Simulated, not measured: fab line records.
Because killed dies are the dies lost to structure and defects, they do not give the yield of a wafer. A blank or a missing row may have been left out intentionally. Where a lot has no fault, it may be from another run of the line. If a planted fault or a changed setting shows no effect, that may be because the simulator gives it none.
Which tool is to blame? || flow sky130 || 11 lots, 33 wafers sampled, at 6 steps of a route of 708

## WHAT EACH GAUGE READ, for each wafer
SKY_VIA3_RS_MEAS_22: the measuring method here is four-point-probe. Usual: VIA3_W_RS gives 0.295 ohm/sq (standard deviation 0.0045).
{"lot": "L524", "measured": "day 40 05:49", "on": "film_metro-01", "VIA3_W_RS (ohm/sq)": "0.287 0.296 0.298", "flag": ""}
{"lot": "L526", "measured": "day 40 08:08", "on": "film_metro-04", "VIA3_W_RS (ohm/sq)": "0.286 0.288 0.296", "flag": ""}
{"lot": "L529", "measured": "day 41 03:14", "on": "film_metro-03", "VIA3_W_RS (ohm/sq)": "0.300 0.301 0.301", "flag": ""}
{"lot": "L531", "measured": "day 41 17:17", "on": "film_metro-04", "VIA3_W_RS (ohm/sq)": "0.299 0.295 0.299", "flag": ""}
{"lot": "L532", "measured": "day 42 01:56", "on": "film_metro-01", "VIA3_W_RS (ohm/sq)": "0.277 0.277 0.271", "flag": "OFF"}
{"lot": "L534", "measured": "day 42 14:57", "on": "film_metro-03", "VIA3_W_RS (ohm/sq)": "0.277 0.277 0.279", "flag": "OFF"}
{"lot": "L537", "measured": "day 43 13:55", "on": "film_metro-04", "VIA3_W_RS (ohm/sq)": "0.288 0.286 0.287", "flag": ""}
{"lot": "L543", "measured": "day 45 04:46", "on": "film_metro-04", "VIA3_W_RS (ohm/sq)": "0.299 0.297 0.300", "flag": ""}
{"lot": "L545", "measured": "day 46 03:16", "on": "film_metro-01", "VIA3_W_RS (ohm/sq)": "0.300 0.288 0.296", "flag": ""}
{"lot": "L546", "measured": "day 46 03:43", "on": "film_metro-03", "VIA3_W_RS (ohm/sq)": "0.296 0.290 0.287", "flag": ""}
{"lot": "L547", "measured": "day 46 16:07", "on": "film_metro-01", "VIA3_W_RS (ohm/sq)": "0.291 0.290 0.298", "flag": ""}

SKY_VIA3_THK_MEAS_23: measures by xrf. Usual: VIA3_W_THK gives 388 nm (standard deviation 9.1).
{"lot": "L524", "measured": "day 40 05:56", "on": "film_metro-01", "VIA3_W_THK (nm)": "405 391 388", "flag": ""}
{"lot": "L526", "measured": "day 40 08:14", "on": "film_metro-04", "VIA3_W_THK (nm)": "401 400 390", "flag": ""}
{"lot": "L529", "measured": "day 41 03:19", "on": "film_metro-03", "VIA3_W_THK (nm)": "373 372 375", "flag": ""}
{"lot": "L531", "measured": "day 41 17:24", "on": "film_metro-04", "VIA3_W_THK (nm)": "382 388 383", "flag": ""}
{"lot": "L532", "measured": "day 42 02:03", "on": "film_metro-01", "VIA3_W_THK (nm)": "425 422 435", "flag": "OFF"}
{"lot": "L534", "measured": "day 42 15:04", "on": "film_metro-03", "VIA3_W_THK (nm)": "406 404 404", "flag": ""}
{"lot": "L537", "measured": "day 43 14:02", "on": "film_metro-04", "VIA3_W_THK (nm)": "403 405 395", "flag": ""}
{"lot": "L543", "measured": "day 45 04:52", "on": "film_metro-04", "VIA3_W_THK (nm)": "384 391 384", "flag": ""}
{"lot": "L545", "measured": "day 46 03:23", "on": "film_metro-01", "VIA3_W_THK (nm)": "380 400 387", "flag": ""}
{"lot": "L546", "measured": "day 46 03:50", "on": "film_metro-03", "VIA3_W_THK (nm)": "377 391 393", "flag": ""}
{"lot": "L547", "measured": "day 46 16:13", "on": "film_metro-01", "VIA3_W_THK (nm)": "396 396 385", "flag": ""}

SKY_CAP2M_RS_MEAS_03: the measuring method here is four-point-probe. Usual: CAP2M_TIN_RS gives 6.66 ohm/sq (standard deviation 0.065).
{"lot": "L524", "measured": "day 40 06:44", "on": "film_metro-03", "CAP2M_TIN_RS (ohm/sq)": "6.71 6.58 6.58", "flag": ""}
{"lot": "L526", "measured": "day 40 08:58", "on": "film_metro-01", "CAP2M_TIN_RS (ohm/sq)": "6.65 6.71 6.63", "flag": ""}
{"lot": "L529", "measured": "day 41 04:03", "on": "film_metro-01", "CAP2M_TIN_RS (ohm/sq)": "6.62 6.64 6.57", "flag": ""}
{"lot": "L531", "measured": "day 41 18:07", "on": "film_metro-01", "CAP2M_TIN_RS (ohm/sq)": "6.57 6.74 6.62", "flag": ""}
{"lot": "L532", "measured": "day 42 02:46", "on": "film_metro-01", "CAP2M_TIN_RS (ohm/sq)": "6.74 6.77 6.73", "flag": ""}
{"lot": "L534", "measured": "day 42 15:47", "on": "film_metro-01", "CAP2M_TIN_RS (ohm/sq)": "6.66 6.61 6.60", "flag": ""}
{"lot": "L537", "measured": "day 43 14:45", "on": "film_metro-01", "CAP2M_TIN_RS (ohm/sq)": "6.60 6.68 6.60", "flag": ""}
{"lot": "L543", "measured": "day 45 06:10", "on": "film_metro-02", "CAP2M_TIN_RS (ohm/sq)": "6.71 6.72 6.69", "flag": ""}
{"lot": "L545", "measured": "day 46 04:06", "on": "film_metro-02", "CAP2M_TIN_RS (ohm/sq)": "6.55 6.53 6.56", "flag": ""}
{"lot": "L546", "measured": "day 46 04:32", "on": "film_metro-01", "CAP2M_TIN_RS (ohm/sq)": "6.68 6.74 6.66", "flag": ""}
{"lot": "L547", "measured": "day 46 16:56", "on": "film_metro-02", "CAP2M_TIN_RS (ohm/sq)": "6.63 6.63 6.68", "flag": ""}

## TOOL THAT RAN EACH LOT (tool first, then ch and the chambers of the sampled wafers, then the start)
{"lot": "L524", "SKY_VIA3_SPUTTER_20": "pvd_sputter-02, day 40 05:38", "SKY_VIA3_CVD_21": "cvd_w-02 ch 0,1, day 40 05:42", "SKY_METAL4_SPUTTER_04": "pvd_sputter-01, day 40 06:30"}
{"lot": "L526", "SKY_VIA3_SPUTTER_20": "pvd_sputter-04, day 40 07:56", "SKY_VIA3_CVD_21": "cvd_w-02 ch 0,1, day 40 07:59", "SKY_METAL4_SPUTTER_04": "pvd_sputter-01, day 40 08:42"}
{"lot": "L529", "SKY_VIA3_SPUTTER_20": "pvd_sputter-02, day 41 02:59", "SKY_VIA3_CVD_21": "cvd_w-01 ch 0,1, day 41 03:05", "SKY_METAL4_SPUTTER_04": "pvd_sputter-01, day 41 03:45"}
{"lot": "L531", "SKY_VIA3_SPUTTER_20": "pvd_sputter-03, day 41 17:06", "SKY_VIA3_CVD_21": "cvd_w-01 ch 0,1, day 41 17:10", "SKY_METAL4_SPUTTER_04": "pvd_sputter-02, day 41 17:52"}
{"lot": "L532", "SKY_VIA3_SPUTTER_20": "pvd_sputter-02, day 42 01:44", "SKY_VIA3_CVD_21": "cvd_w-01 ch 0,1, day 42 01:48", "SKY_METAL4_SPUTTER_04": "pvd_sputter-01, day 42 02:31"}
{"lot": "L534", "SKY_VIA3_SPUTTER_20": "pvd_sputter-03, day 42 14:45", "SKY_VIA3_CVD_21": "cvd_w-01 ch 0,1, day 42 14:49", "SKY_METAL4_SPUTTER_04": "pvd_sputter-03, day 42 15:32"}
{"lot": "L537", "SKY_VIA3_SPUTTER_20": "pvd_sputter-02, day 43 13:43", "SKY_VIA3_CVD_21": "cvd_w-02 ch 1, day 43 13:47", "SKY_METAL4_SPUTTER_04": "pvd_sputter-01, day 43 14:29"}
{"lot": "L543", "SKY_VIA3_SPUTTER_20": "pvd_sputter-02, day 45 04:32", "SKY_VIA3_CVD_21": "cvd_w-01 ch 0,1, day 45 04:38", "SKY_METAL4_SPUTTER_04": "pvd_sputter-02, day 45 05:53"}
{"lot": "L545", "SKY_VIA3_SPUTTER_20": "pvd_sputter-03, day 46 03:05", "SKY_VIA3_CVD_21": "cvd_w-02 ch 0,1, day 46 03:09", "SKY_METAL4_SPUTTER_04": "pvd_sputter-02, day 46 03:52"}
{"lot": "L546", "SKY_VIA3_SPUTTER_20": "pvd_sputter-02, day 46 03:31", "SKY_VIA3_CVD_21": "cvd_w-02 ch 0,1, day 46 03:35", "SKY_METAL4_SPUTTER_04": "pvd_sputter-02, day 46 04:17"}
{"lot": "L547", "SKY_VIA3_SPUTTER_20": "pvd_sputter-02, day 46 15:53", "SKY_VIA3_CVD_21": "cvd_w-02 ch 0,1, day 46 15:59", "SKY_METAL4_SPUTTER_04": "pvd_sputter-02, day 46 16:40"}
- SKY_VIA3_SPUTTER_20: material TiN, target thk 20 nm, time 80 s.
- SKY_VIA3_CVD_21: deposits W, target thk 390 nm, time 117.31 s.
- SKY_METAL4_SPUTTER_04: material TiN, target thk 70 nm, time 58.3 s.

## WHAT THE TOOLS THEMSELVES READ (means of the sampled wafers that have a number; where no wafer has one, the mark that the record gives instead)
SKY_VIA3_SPUTTER_20. Usual: cathode_dc_power_W 4000.1 W, standard deviation 0.72; throttle_valve_pct 29.4 %, standard deviation 0.86.
{"lot": "L524", "tool": "pvd_sputter-02", "cathode_dc_power_W (W)": 3999.8, "throttle_valve_pct (%)": 29.6, "flag": ""}
{"lot": "L526", "tool": "pvd_sputter-04", "cathode_dc_power_W (W)": 3999.8, "throttle_valve_pct (%)": 30.1, "flag": ""}
{"lot": "L529", "tool": "pvd_sputter-02", "cathode_dc_power_W (W)": 4000.1, "throttle_valve_pct (%)": 29.4, "flag": ""}
{"lot": "L531", "tool": "pvd_sputter-03", "cathode_dc_power_W (W)": 4000.4, "throttle_valve_pct (%)": 29.5, "flag": ""}
{"lot": "L532", "tool": "pvd_sputter-02", "cathode_dc_power_W (W)": 4000.4, "throttle_valve_pct (%)": 29.4, "flag": ""}
{"lot": "L534", "tool": "pvd_sputter-03", "cathode_dc_power_W (W)": 3999.9, "throttle_valve_pct (%)": 29.1, "flag": ""}
{"lot": "L537", "tool": "pvd_sputter-02", "cathode_dc_power_W (W)": 4000.0, "throttle_valve_pct (%)": 29.0, "flag": ""}
{"lot": "L543", "tool": "pvd_sputter-02", "cathode_dc_power_W (W)": 4000.7, "throttle_valve_pct (%)": 29.0, "flag": ""}
{"lot": "L545", "tool": "pvd_sputter-03", "cathode_dc_power_W (W)": 3999.2, "throttle_valve_pct (%)": 28.7, "flag": ""}
{"lot": "L546", "tool": "pvd_sputter-02", "cathode_dc_power_W (W)": 3999.8, "throttle_valve_pct (%)": 29.7, "flag": ""}
{"lot": "L547", "tool": "pvd_sputter-02", "cathode_dc_power_W (W)": 3999.8, "throttle_valve_pct (%)": 29.7, "flag": ""}

SKY_VIA3_CVD_21. Usual: heater_power_w at 880 W, with a standard deviation of 87.
{"lot": "L524", "tool": "cvd_w-02", "heater_power_w (W)": 965, "flag": ""}
{"lot": "L526", "tool": "cvd_w-02", "heater_power_w (W)": 903, "flag": ""}
{"lot": "L529", "tool": "cvd_w-01", "heater_power_w (W)": 814, "flag": ""}
{"lot": "L531", "tool": "cvd_w-01", "heater_power_w (W)": 848, "flag": ""}
{"lot": "L532", "tool": "cvd_w-01", "heater_power_w (W)": 812, "flag": ""}
{"lot": "L534", "tool": "cvd_w-01", "heater_power_w (W)": 808, "flag": ""}
{"lot": "L537", "tool": "cvd_w-02", "heater_power_w (W)": 852, "flag": ""}
{"lot": "L543", "tool": "cvd_w-01", "heater_power_w (W)": 858, "flag": ""}
{"lot": "L545", "tool": "cvd_w-02", "heater_power_w (W)": 969, "flag": ""}
{"lot": "L546", "tool": "cvd_w-02", "heater_power_w (W)": 900, "flag": ""}
{"lot": "L547", "tool": "cvd_w-02", "heater_power_w (W)": 904, "flag": ""}

SKY_METAL4_SPUTTER_04. Usual: cathode_dc_power_W 6499.9 W, standard deviation 1.1; throttle_valve_pct 29.5 %, standard deviation 0.61.
{"lot": "L524", "tool": "pvd_sputter-01", "cathode_dc_power_W (W)": 6501.0, "throttle_valve_pct (%)": 29.7, "flag": ""}
{"lot": "L526", "tool": "pvd_sputter-01", "cathode_dc_power_W (W)": 6499.4, "throttle_valve_pct (%)": 29.7, "flag": ""}
{"lot": "L529", "tool": "pvd_sputter-01", "cathode_dc_power_W (W)": 6499.2, "throttle_valve_pct (%)": 29.6, "flag": ""}
{"lot": "L531", "tool": "pvd_sputter-02", "cathode_dc_power_W (W)": 6500.4, "throttle_valve_pct (%)": 29.5, "flag": ""}
{"lot": "L532", "tool": "pvd_sputter-01", "cathode_dc_power_W (W)": 6499.6, "throttle_valve_pct (%)": 29.5, "flag": ""}
{"lot": "L534", "tool": "pvd_sputter-03", "cathode_dc_power_W (W)": 6500.8, "throttle_valve_pct (%)": 29.3, "flag": ""}
{"lot": "L537", "tool": "pvd_sputter-01", "cathode_dc_power_W (W)": 6499.6, "throttle_valve_pct (%)": 29.6, "flag": ""}
{"lot": "L543", "tool": "pvd_sputter-02", "cathode_dc_power_W (W)": 6500.3, "throttle_valve_pct (%)": 29.6, "flag": ""}
{"lot": "L545", "tool": "pvd_sputter-02", "cathode_dc_power_W (W)": 6499.5, "throttle_valve_pct (%)": 29.7, "flag": ""}
{"lot": "L546", "tool": "pvd_sputter-02", "cathode_dc_power_W (W)": 6501.1, "throttle_valve_pct (%)": 29.8, "flag": ""}
{"lot": "L547", "tool": "pvd_sputter-02", "cathode_dc_power_W (W)": 6499.5, "throttle_valve_pct (%)": 29.5, "flag": ""}

## THE ANSWER, worked out from the rows above alone
Rule: a lot is off if the mean of its wafers that have a number lies more than 3 standard deviations from the usual mean. A lot without any number at a reading at which 4 lots or more have one is off too. Any other lot the step has rows for is counted as sound. The gauges are gone through in route order, then the tools' own readings, and for those a lot's mean is taken as printed above. The first step at which some lot is off is used, and at that step the reading that is off furthest; a lot without a number counts as furthest.
Off: at SKY_VIA3_RS_MEAS_22 (VIA3_W_RS), L532, L534.
A tool fits if, at a process step before that reading, it ran every lot that is off, and no sound lot after the first of them. Gauges at SKY_VIA3_RS_MEAS_22: tried the same way as those tools. No candidate that was tried fits.

## WHAT THE SIMULATOR PUT IN
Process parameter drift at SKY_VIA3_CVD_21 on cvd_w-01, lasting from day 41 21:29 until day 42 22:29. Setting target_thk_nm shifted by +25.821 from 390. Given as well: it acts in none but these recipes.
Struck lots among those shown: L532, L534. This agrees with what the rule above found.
